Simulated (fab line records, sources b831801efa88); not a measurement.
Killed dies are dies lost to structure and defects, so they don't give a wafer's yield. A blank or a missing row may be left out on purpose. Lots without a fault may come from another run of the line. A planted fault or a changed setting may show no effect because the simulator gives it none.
Chamber matching | flow sky130 | SKY_VIA1_CMP_02 on cmp-01: 4 sister chambers
The step polishes SiO2. 8 wafers are shown with their chamber, then 8 later ones without.

WAFERS WITH THEIR CHAMBER
wafer  | chamber | motor_current_A (A)
L676.6 | 1       | 12.1
L678.2 | 0       | 13.0
L678.3 | 1       | 11.9
L678.4 | 3       | 12.9
L679.1 | 2       | 12.7
L679.2 | 0       | 13.4
L679.5 | 2       | 12.7
L682.1 | 3       | 12.8

WAFERS WITHOUT THEIR CHAMBER
wafer  | motor_current_A (A)
L682.2 | 12.4
L682.4 | 12.4
L692.2 | 13.1
L692.5 | 12.3
L692.6 | 12.6
L691.2 | 12.3
L691.4 | 12.0
L691.6 | 12.5

WHICH CHAMBER EACH WENT THROUGH
wafer  | from the rows above          | in truth
L682.2 | can't be placed: 2 or 1 or 3 | 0
L682.4 | can't be placed: 2 or 1 or 3 | 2
L692.2 | can't be placed: 0 or 3 or 2 | 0
L692.5 | can't be placed: 1 or 2 or 3 | 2
L692.6 | can't be placed: 2 or 3      | 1
L691.2 | can't be placed: 1 or 2 or 3 | 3
L691.4 | 1                            | 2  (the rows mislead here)
L691.6 | can't be placed: 2 or 3 or 1 | 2
Placed correctly: 0 of 8. Can't be placed from these rows: 7 (the true chamber is among the candidates in 5). Placed wrongly: 1.
How it was worked out, from the rows above alone: a wafer's distance from a chamber is the root of the sum, over the readings, of the square of ((its reading less the chamber's mean) divided by the reading's scatter). The wafer belongs to the nearest chamber; if the next one is less than 2 further off, it can't be placed. A chamber's mean is the mean of its shown wafers. The scatter: the root of (the sum of the squares of (reading less its chamber's mean) over the shown wafers, divided by (wafers less chambers)).
